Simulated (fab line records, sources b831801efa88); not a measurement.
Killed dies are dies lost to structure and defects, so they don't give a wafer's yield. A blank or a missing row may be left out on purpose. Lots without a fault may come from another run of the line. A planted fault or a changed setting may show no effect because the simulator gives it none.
fab line records | flow sky130 | part 1 of 2: steps 1 to 27 of 39
record lots=5 wafers=15 last_day=49
route steps=708 shown SONOS_ONO@179 GATE_OXIDE@187 POLY_GATE@204 RES_PROTECT@206
lots that met no fault: from a run of the same line without faults
start_h: hours from the record's first day to the start of the lot's first wafer shown | wait_h: hours since the lot's step before | " the same as in the row above | L1.1+2: a row that stands for several wafers | - no value, or no start given | * or withheld: withheld | < > ~ a bound
route shown NAME@n: a module of which the file shows steps, and the number in the route of the first | usual: mean/standard deviation of fault-free wafers | same: alike in all rows | chamber/n: place in a boat | sites: the reading at each site | _std_site: their standard deviation | _edge_site: outer sites' mean less inner sites' | radius_mm: how far each site lies from the wafer's centre | mask NAME#n: copy n | behind: the tool/chamber that last shaped the wafer | hold: why the lot was held/for how many hours/how that ended | device: the transistor (n, p or np) that didn't switch | end of line: the same wafers' tests at the end of the route | a step without rows: its recipe alone | killed: dies lost to structure and defects at the first sort, not the wafer's yield | map: a wafer's dies, x killed, . not, _ none there
set.NAME: the setting as run; set.NAME@STEP: as run at that earlier step | model.NAME: the simulator's own value behind a step, which no gauge read
lots at some steps of the route; a table a step, a row a wafer
services: from which hour (start_h, from the record's first day; less than 0 if before it) a tool's chamber was out of use, for how many hours, and why
## steps
# step SKY_SONOS_ONO_PEB_11
# recipe temp_c=withheld time_s=* resist=NOVOLAK
# columns lot.wafer tool chamber start_h wait_h
L081.1+3+5 litho_track-01 0 - -
L087.1+3+6 litho_track-03 0 - -
L088.2+5+6 litho_track-03 0 - -
L089.1+5+6 litho_track-01 0 - -
L090.2+3+5 litho_track-03 0 - -
# step SKY_SONOS_ONO_DEVELOP_12
# recipe develop_time_s=60 dev_temp_c=23
# columns lot.wafer tool chamber start_h wait_h
L081.1+3+5 litho_track-01 0 334.21 0.1
L087.1+3+6 litho_track-03 0 390.41 0.1
L088.2+5+6 litho_track-03 0 392.63 0.1
L089.1+5+6 litho_track-01 0 406.41 0.1
L090.2+3+5 litho_track-03 0 406.53 0.1
# step SKY_SONOS_ONO_CD_MEAS_13
# recipe target_cd_nm=410
# usual cd_nm=409.9/2.4
# columns lot.wafer tool chamber start_h wait_h cd_nm
L081.1 cd_sem-01 - 334.36 0.1 414.8
L081.3 " - " " 414.0
L081.5 " - " " 412.8
L087.1 cd_sem-01 - 390.56 0.1 411.4
L087.3 " - " " 411.5
L087.6 " - " " 410.4
L088.2 cd_sem-02 - 392.78 0.1 410.8
L088.5 " - " " 410.2
L088.6 " - " " 413.8
L089.1 cd_sem-01 - 406.56 0.1 409.8
L089.5 " - " " 409.1
L089.6 " - " " 410.1
L090.2 cd_sem-02 - 406.68 0.1 404.1
L090.3 " - " " 404.5
L090.5 " - " " 404.4
# step SKY_SONOS_ONO_OVL_MEAS_14
# usual SONOS_ONO_OVL=0.1/1.7
# columns lot.wafer tool chamber start_h wait_h SONOS_ONO_OVL[nm]
L081.1 overlay-02 - 334.48 0.1 -2.3
L081.3 " - " " 0.0
L081.5 " - " " -0.3
L087.1 overlay-02 - 390.68 0.1 1.0
L087.3 " - " " 0.2
L087.6 " - " " 1.4
L088.2 overlay-02 - 392.88 0.1 1.6
L088.5 " - " " 2.9
L088.6 " - " " 3.5
L089.1 overlay-02 - 406.68 0.1 2.7
L089.5 " - " " 2.7
L089.6 " - " " 0.4
L090.2 overlay-02 - 406.78 0.1 2.2
L090.3 " - " " 1.8
L090.5 " - " " 3.0
# step SKY_SONOS_ONO_ETCH_15
# recipe target_depth_nm=19.52 chemistry=CHF3/O2 source_w=600 bias_w=200 pressure_mtorr=40 chf3_flow_sccm=50 O2_flow_sccm=5 time_s=7.8
# usual drypump_motor_current_A=5.6/0.39 oes_product_au=0.999/0.0069 throttle_valve_pct=8.825/0.0098
# columns lot.wafer tool chamber start_h wait_h drypump_motor_current_A oes_product_au rf_hours_counter_h throttle_valve_pct
L081.1 rie_diel-04 0 334.51 0.0 5.7 0.998 42 8.844
L081.3 " 3 " " 5.9 1.002 7 8.823
L081.5 " 3 " " 5.9 0.988 - 8.833
L087.1 rie_diel-02 2 390.71 0.0 5.5 1.011 12 8.829
L087.3 " 3 " " 5.2 1.005 4 8.835
L087.6 " 0 " " 4.8 1.012 - 8.824
L088.2 rie_diel-01 3 392.91 0.0 6.1 0.993 5 8.829
L088.5 " 0 " " 5.2 0.997 - 8.822
L088.6 " 1 " " 5.7 1.001 - 8.828
L089.1 rie_diel-04 0 406.71 0.0 5.7 0.996 44 8.841
L089.5 " 0 " " 5.7 1.003 - 8.806
L089.6 " 1 " " 5.0 1.012 - 8.820
L090.2 rie_diel-01 0 406.81 0.0 5.3 0.991 2 8.813
L090.3 " 2 " " 5.7 0.997 94 8.821
L090.5 " 2 " " 5.7 0.982 - 8.836
# step SKY_SONOS_ONO_WET_ETCH_16
# recipe chemistry=dHF target_depth_nm=14 dry=n2_spin target=SiO2 dilution=100:1 temp_c=25 time_s=280
# usual bath_heat_duty_pct=6.1/0.74
# columns lot.wafer tool chamber start_h wait_h bath_heat_duty_pct
L081.1 wet_bench-02 0 334.53 0.0 5.3
L081.3 " 0 " " 5.1
L081.5 " 0 " " 5.5
L087.1 wet_bench-01 0 390.74 0.0 6.7
L087.3 " 0 " " 7.4
L087.6 " 0 " " 6.5
L088.2 wet_bench-02 3 392.94 0.0 7.3
L088.5 " 3 " " 7.0
L088.6 " 3 " " 7.0
L089.1 wet_bench-02 1 406.75 0.0 6.4
L089.5 " 1 " " 4.9
L089.6 " 1 " " 5.5
L090.2 wet_bench-01 2 406.84 0.0 6.3
L090.3 " 2 " " 5.9
L090.5 " 2 " " 6.3
# step SKY_SONOS_ONO_STRIP_17
# recipe chemistry=O2/N2 power_w=1400 pressure_mtorr=1500 platen_temp_c=withheld o2_flow_sccm=3000 n2_flow_sccm=300 overash_fraction=0.5
# usual drypump_motor_current_A=5.7/0.43 oes_product_au=0.710/0.005 strip_time_to_endpoint_s=14.10/0.048
# columns lot.wafer tool chamber start_h wait_h drypump_motor_current_A oes_product_au rf_hours_counter_h strip_time_to_endpoint_s
L081.1 plasma_asher-01 0 334.62 0.0 6.1 0.702 51 14.14
L081.3 " 1 " " 5.2 0.707 - 14.12
L081.5 " 1 " " 5.2 0.713 - 14.15
L087.1 plasma_asher-03 0 390.82 0.0 5.2 0.706 28 14.14
L087.3 " 1 " " 6.3 0.709 - 14.14
L087.6 " 0 " " 5.3 0.708 - 14.09
L088.2 plasma_asher-03 1 393.02 0.0 6.2 0.717 28 14.10
L088.5 " 1 " " 6.3 0.705 - 14.07
L088.6 " 0 " " 5.2 0.707 - 14.07
L089.1 plasma_asher-04 0 406.83 0.0 5.9 0.709 72 14.07
L089.5 " 0 " " 5.9 0.707 - 14.10
L089.6 " 1 " " 5.7 0.707 - 14.11
L090.2 plasma_asher-03 0 406.92 0.0 5.2 0.710 29 14.14
L090.3 " 1 " " 6.3 0.699 - 14.12
L090.5 " 0 " " 5.2 0.715 - 14.09
# step SKY_SONOS_ONO_WET_ETCH_18
# recipe chemistry=H3PO4 target_depth_nm=15 target=Si3N4 temp_c=160 time_s=172
# usual bath_heat_duty_pct=26/3.2
# columns lot.wafer tool chamber start_h wait_h bath_heat_duty_pct
L081.1 wet_bench-01 0 334.72 0.1 28
L081.3 " 0 " " 30
L081.5 " 0 " " 31
L087.1 wet_bench-02 2 390.92 0.1 28
L087.3 " 2 " " 26
L087.6 " 2 " " 26
L088.2 wet_bench-01 1 393.12 0.1 27
L088.5 " 1 " " 26
L088.6 " 1 " " 25
L089.1 wet_bench-04 0 406.93 0.1 28
L089.5 " 0 " " 28
L089.6 " 0 " " 27
L090.2 wet_bench-01 2 407.02 0.1 25
L090.3 " 2 " " 26
L090.5 " 2 " " 25
# step SKY_GATE_OXIDE_CLEAN_00
# recipe chemistry=SC1/SC2 mix=1:4:20 temp_c=70 time_s=150 dry=n2_spin
# usual bath_heat_duty_pct=13.2/1.6
# columns lot.wafer tool chamber start_h wait_h bath_heat_duty_pct
L081.1 wet_bench-04 2 334.78 0.0 12.4
L081.3 " 2 " " 13.6
L081.5 " 2 " " 14.8
L087.1 wet_bench-04 1 390.98 0.0 12.8
L087.3 " 1 " " 13.1
L087.6 " 1 " " 13.9
L088.2 wet_bench-02 3 393.18 0.0 15.4
L088.5 " 3 " " 17.0
L088.6 " 3 " " 16.6
L089.1 wet_bench-02 0 407.00 0.0 11.4
L089.5 " 0 " " 11.3
L089.6 " 0 " " 10.8
L090.2 wet_bench-04 3 407.08 0.0 12.4
L090.3 " 3 " " 11.5
L090.5 " 3 " " 13.4
# step SKY_GATE_OXIDE_OXIDATION_01
# recipe temp_c=900 ambient=O2 stabilise_s=600 purge_s=300 target_thk_a=102.68 ox_time_s=1473
# usual tube_center_temp_C_max=902.3/0.37
# columns lot.wafer tool chamber start_h wait_h tube_center_temp_C_max
L081.1 furnace-02 0 336.21 1.4 902.1
L081.3 " 0 " " 902.2
L081.5 " 0 " " 901.4
L087.1 furnace-01 0 392.40 1.4 902.4
L087.3 " 0 " " 903.0
L087.6 " 0 " " 902.6
L088.2 furnace-01 0 395.31 2.1 901.8
L088.5 " 0 " " 902.2
L088.6 " 0 " " 903.0
L089.1 furnace-01 0 407.05 0.0 902.6
L089.5 " 0 " " 902.0
L089.6 " 0 " " 902.2
L090.2 furnace-02 0 407.14 0.0 902.4
L090.3 " 0 " " 902.6
L090.5 " 0 " " 901.7
# step SKY_GATE_OXIDE_THK_MEAS_02
# recipe reads=SiO2_of_GATE_OXIDE_OXIDATION_01
# usual GATE_OXIDE_OXIDATION_00_THK=10.28/0.18
# columns lot.wafer tool chamber start_h wait_h GATE_OXIDE_OXIDATION_00_THK[nm]
L081.1 film_metro-02 - 337.62 0.0 10.38
L081.3 " - " " 10.21
L081.5 " - " " 10.42
L087.1 film_metro-02 - 393.81 0.0 10.12
L087.3 " - " " 9.96
L087.6 " - " " 10.02
L088.2 film_metro-04 - 396.73 0.0 10.07
L088.5 " - " " 10.06
L088.6 " - " " 9.91
L089.1 film_metro-04 - 408.46 0.0 10.31
L089.5 " - " " 10.07
L089.6 " - " " 10.28
L090.2 film_metro-02 - 408.56 0.0 10.18
L090.3 " - " " 10.36
L090.5 " - " " 10.25
# step SKY_GATE_OXIDE_DEHYDRATE_03
# recipe temp_c=200 time_s=60
# usual heater_power_total_W=160.37/0.12
# columns lot.wafer tool chamber start_h wait_h heater_power_total_W
L081.1 litho_track-03 0 351.26 13.6 160.35
L081.3 " 0 " " 160.28
L081.5 " 0 " " 160.35
L087.1 litho_track-01 0 407.96 14.1 160.36
L087.3 " 0 " " 160.31
L087.6 " 0 " " 160.59
L088.2 litho_track-01 0 410.73 14.0 160.27
L088.5 " 0 " " 160.50
L088.6 " 0 " " 160.31
L089.1 litho_track-02 0 422.48 14.0 160.38
L089.5 " 0 " " 160.23
L089.6 " 0 " " 160.52
L090.2 litho_track-02 0 423.10 14.5 160.39
L090.3 " 0 " " 160.43
L090.5 " 0 " " 160.30
# step SKY_GATE_OXIDE_HMDS_04
# recipe prime_time_s=60 prime_temp_c=120
# columns lot.wafer tool chamber start_h wait_h
L081.1+3+5 litho_track-03 0 351.41 0.1
L087.1+3+6 litho_track-01 0 408.11 0.1
L088.2+5+6 litho_track-01 0 410.88 0.1
L089.1+5+6 litho_track-02 0 422.63 0.1
L090.2+3+5 litho_track-02 0 423.25 0.1
# step SKY_GATE_OXIDE_COAT_05
# recipe resist=NOVOLAK spin_rpm=3000 resist_thk_nm=1140
# columns lot.wafer tool chamber start_h wait_h
L081.1+3+5 litho_track-03 0 351.56 0.1
L087.1+3+6 litho_track-01 0 408.26 0.1
L088.2+5+6 litho_track-01 0 411.03 0.1
L089.1+5+6 litho_track-02 0 422.78 0.1
L090.2+3+5 litho_track-02 0 423.40 0.1
# step SKY_GATE_OXIDE_SOFTBAKE_06
# recipe temp_c=90 time_s=60 resist=NOVOLAK
# usual heater_power_total_W=56.59/0.045
# columns lot.wafer tool chamber start_h wait_h heater_power_total_W
L081.1 litho_track-03 0 351.71 0.1 56.59
L081.3 " 0 " " 56.61
L081.5 " 0 " " 56.51
L087.1 litho_track-01 0 408.41 0.1 56.56
L087.3 " 0 " " 56.62
L087.6 " 0 " " 56.62
L088.2 litho_track-01 0 411.18 0.1 56.58
L088.5 " 0 " " 56.60
L088.6 " 0 " " 56.61
L089.1 litho_track-02 0 422.93 0.1 56.66
L089.5 " 0 " " 56.60
L089.6 " 0 " " 56.56
L090.2 litho_track-02 0 423.55 0.1 56.58
L090.3 " 0 " " 56.54
L090.5 " 0 " " 56.60
# step SKY_GATE_OXIDE_EXPOSE_07
# recipe mask_id=LVOM na=0.6 source_shape=conventional sigma_outer=0.6 polarization=unpolarized target_cd_nm=600 dose_mj=170
# columns lot.wafer tool chamber start_h wait_h mask
L081.1+3+5 iline_stepper-01 0 - - LVOM#0
L087.1+3+6 iline_stepper-01 0 - - LVOM#0
L088.2+5+6 iline_stepper-01 0 - - LVOM#0
L089.1+5+6 iline_stepper-01 0 - - LVOM#0
L090.2+3+5 iline_stepper-02 0 - - LVOM#0
# step SKY_GATE_OXIDE_PEB_08
# recipe temp_c=withheld time_s=* resist=NOVOLAK
# columns lot.wafer tool chamber start_h wait_h
L081.1+3+5 litho_track-01 0 - -
L087.1+3+6 litho_track-02 0 - -
L088.2+5+6 litho_track-02 0 - -
L089.1+5+6 litho_track-02 0 - -
L090.2+3+5 litho_track-03 0 - -
# step SKY_GATE_OXIDE_DEVELOP_09
# recipe resist=NOVOLAK developer=TMAH develop_time_s=60 dev_temp_c=23
# columns lot.wafer tool chamber start_h wait_h
L081.1+3+5 litho_track-01 0 365.31 0.1
L087.1+3+6 litho_track-02 0 423.83 0.1
L088.2+5+6 litho_track-02 0 425.90 0.1
L089.1+5+6 litho_track-02 0 438.33 0.1
L090.2+3+5 litho_track-03 0 438.88 0.1
# step SKY_GATE_OXIDE_OVL_MEAS_10
# usual GATE_OXIDE_OVL=0.1/1.2
# columns lot.wafer tool chamber start_h wait_h GATE_OXIDE_OVL[nm]
L081.1 overlay-02 - 365.46 0.1 0.8
L081.3 " - " " -0.9
L081.5 " - " " 0.7
L087.1 overlay-02 - 424.00 0.1 1.9
L087.3 " - " " 2.0
L087.6 " - " " 2.1
L088.2 overlay-02 - 426.04 0.1 -1.5
L088.5 " - " " 0.8
L088.6 " - " " -0.3
L089.1 overlay-01 - 438.48 0.1 0.7
L089.5 " - " " -0.6
L089.6 " - " " -0.7
L090.2 overlay-01 - 439.01 0.1 0.7
L090.3 " - " " 1.1
L090.5 " - " " 0.5
# step SKY_GATE_OXIDE_IMPLANT_11
# recipe species=B energy_kev=10 dose_cm2=2.6e+12 tilt_deg=withheld
# usual faraday_current_uA=14.67/0.29
# columns lot.wafer tool chamber start_h wait_h faraday_current_uA
L081.1 implanter-03 0 365.49 0.0 15.02
L081.3 " 0 " " 14.71
L081.5 " 0 " " 14.42
L087.1 implanter-04 0 424.04 0.0 14.44
L087.3 " 0 " " 14.42
L087.6 " 0 " " 14.30
L088.2 implanter-04 0 426.09 0.0 14.61
L088.5 " 0 " " 14.40
L088.6 " 0 " " 14.77
L089.1 implanter-04 0 438.52 0.0 14.72
L089.5 " 0 " " 14.99
L089.6 " 0 " " 14.45
L090.2 implanter-02 0 439.07 0.0 15.07
L090.3 " 0 " " 15.14
L090.5 " 0 " " 14.70
# step SKY_GATE_OXIDE_WET_ETCH_12
# recipe chemistry=dHF target_depth_nm=16.8 dry=n2_spin target=SiO2 dilution=100:1 temp_c=25 time_s=336
# usual bath_heat_duty_pct=6.0/0.77
# columns lot.wafer tool chamber start_h wait_h bath_heat_duty_pct
L081.1 wet_bench-02 2 365.64 0.1 5.6
L081.3 " 2 " " 6.1
L081.5 " 2 " " 6.3
L087.1 wet_bench-02 1 424.19 0.1 5.4
L087.3 " 1 " " 5.6
L087.6 " 1 " " 5.1
L088.2 wet_bench-01 3 426.22 0.1 5.3
L088.5 " 3 " " 5.8
L088.6 " 3 " " 5.5
L089.1 wet_bench-01 1 438.67 0.1 5.7
L089.5 " 1 " " 5.6
L089.6 " 1 " " 6.0
L090.2 wet_bench-01 3 439.19 0.1 5.2
L090.3 " 3 " " 5.3
L090.5 " 3 " " 5.5
# step SKY_GATE_OXIDE_STRIP_13
# recipe chemistry=O2/N2 power_w=1400 pressure_mtorr=1500 platen_temp_c=withheld o2_flow_sccm=3000 n2_flow_sccm=300 overash_fraction=0.5
# usual drypump_motor_current_A=5.7/0.54 oes_product_au=0.716/0.0039 strip_time_to_endpoint_s=14.20/0.032
# columns lot.wafer tool chamber start_h wait_h drypump_motor_current_A oes_product_au rf_hours_counter_h strip_time_to_endpoint_s
L081.1 plasma_asher-01 0 365.75 0.0 6.1 0.718 54 14.18
L081.3 " 1 " " 5.2 0.713 - 14.18
L081.5 " 0 " " 6.1 0.710 - 14.17
L087.1 plasma_asher-01 0 424.29 0.0 6.1 0.717 60 14.25
L087.3 " 0 " " 6.1 0.717 - 14.20
L087.6 " 1 " " 5.2 0.721 - 14.21
L088.2 plasma_asher-03 1 426.32 0.0 6.3 0.716 31 14.18
L088.5 " 0 " " 5.2 0.719 - 14.22
L088.6 " 1 " " 6.3 0.714 - 14.18
L089.1 plasma_asher-02 1 438.78 0.0 6.5 0.715 70 14.19
L089.5 " 1 " " 6.5 0.719 - 14.19
L089.6 " 0 " " 5.1 0.709 - 14.23
L090.2 plasma_asher-03 0 439.30 0.0 5.2 0.719 33 14.24
L090.3 " 1 " " 6.3 0.714 - 14.21
L090.5 " 1 " " 6.3 0.716 - 14.20
# step SKY_GATE_OXIDE_TW_MEAS_14
# usual GATE_OXIDE_TW=223.6/2.3
# columns lot.wafer tool chamber start_h wait_h GATE_OXIDE_TW
L081.1 film_metro-02 - 365.85 0.1 223.9
L081.3 " - " " 223.3
L081.5 " - " " 223.0
L087.1 film_metro-03 - 424.39 0.1 227.3
L087.3 " - " " 227.4
L087.6 " - " " 227.0
L088.2 film_metro-02 - 426.43 0.1 224.1
L088.5 " - " " 223.9
L088.6 " - " " 223.9
L089.1 film_metro-04 - 438.88 0.1 223.2
L089.5 " - " " 221.1
L089.6 " - " " 222.2
L090.2 film_metro-04 - 439.41 0.1 220.4
L090.3 " - " " 222.0
L090.5 " - " " 221.4
# step SKY_GATE_OXIDE_CLEAN_15
# recipe chemistry=SC1/SC2 mix=1:4:20 temp_c=70 time_s=150 dry=n2_spin
# usual bath_heat_duty_pct=13.4/1.4
# columns lot.wafer tool chamber start_h wait_h bath_heat_duty_pct
L081.1 wet_bench-01 3 365.91 0.1 10.9
L081.3 " 3 " " 12.8
L081.5 " 3 " " 9.5
L087.1 wet_bench-01 1 424.45 0.1 12.3
L087.3 " 1 " " 13.0
L087.6 " 1 " " 12.0
L088.2 wet_bench-04 1 426.48 0.0 12.9
L088.5 " 1 " " 12.9
L088.6 " 1 " " 14.1
L089.1 wet_bench-02 2 438.94 0.1 11.3
L089.5 " 2 " " 13.8
L089.6 " 2 " " 13.4
L090.2 wet_bench-02 0 439.46 0.0 12.6
L090.3 " 0 " " 12.0
L090.5 " 0 " " 11.7
# step SKY_GATE_OXIDE_OXIDATION_16
# recipe temp_c=800 ambient=O2 idle_temp_c=700 ramp_up_c_per_min=10 ramp_down_c_per_min=3 stabilise_s=600 purge_s=300 target_thk_a=35.7 ox_time_s=1915
# usual ramp_down_c_per_min=3.0000/0.00053 tube_center_temp_C_max=802.0/0.33
# columns lot.wafer tool chamber start_h wait_h ramp_down_c_per_min tube_center_temp_C_max
L081.1 furnace-01 0 366.50 0.5 2.9999 802.3
L081.3 " 0 " " 2.9997 801.6
L081.5 " 0 " " 3.0001 801.9
L087.1 furnace-02 0 425.61 1.1 3.0001 802.1
L087.3 " 0 " " 2.9999 801.9
L087.6 " 0 " " 3.0000 802.1
L088.2 furnace-02 0 428.49 2.0 2.9993 801.9
L088.5 " 0 " " 3.0001 802.3
L088.6 " 0 " " 2.9986 802.0
L089.1 furnace-02 0 439.94 1.0 3.0002 802.1
L089.5 " 0 " " 2.9999 802.6
L089.6 " 0 " " 3.0006 801.7
L090.2 furnace-02 0 439.94 0.4 2.9998 801.9
L090.3 " 0 " " 3.0006 802.0
L090.5 " 0 " " 3.0001 801.9
# step SKY_POLY_GATE_CVD_00
# recipe material=poly-Si target_thk_nm=180 temp_c=620 time_s=720 pressure_mtorr=200
# usual pressure_mtorr=200.0/0.43
# columns lot.wafer tool chamber start_h wait_h pressure_mtorr
L081.1 lpcvd-01 0 368.03 0.0 200.5
L081.3 " 0 " " 200.0
L081.5 " 0 " " 200.6
L087.1 lpcvd-01 0 427.14 0.0 199.8
L087.3 " 0 " " 201.0
L087.6 " 0 " " 200.2
L088.2 lpcvd-01 0 430.02 0.0 200.5
L088.5 " 0 " " 200.6
L088.6 " 0 " " 199.9
L089.1 lpcvd-01 0 441.47 0.0 200.3
L089.5 " 0 " " 200.5
L089.6 " 0 " " 200.7
L090.2 lpcvd-01 0 441.47 0.0 200.0
L090.3 " 0 " " 199.9
L090.5 " 0 " " 200.0
# step SKY_POLY_GATE_THK_MEAS_01
# recipe reads=poly-Si_of_POLY_GATE_CVD_00
# usual POLY_GATE_CVD_00_THK=179.8/1.6
# columns lot.wafer tool chamber start_h wait_h POLY_GATE_CVD_00_THK[nm]
L081.1 film_metro-03 - 369.23 0.0 176.7
L081.3 " - " " 177.9
L081.5 " - " " 176.5
L087.1 film_metro-01 - 428.34 0.0 177.8
L087.3 " - " " 179.6
L087.6 " - " " 179.0
L088.2 film_metro-04 - 431.23 0.0 181.6
L088.5 " - " " 182.1
L088.6 " - " " 181.4
L089.1 film_metro-03 - 442.67 0.0 181.7
L089.5 " - " " 180.6
L089.6 " - " " 181.1
L090.2 film_metro-04 - 442.68 0.0 178.6
L090.3 " - " " 179.8
L090.5 " - " " 179.9
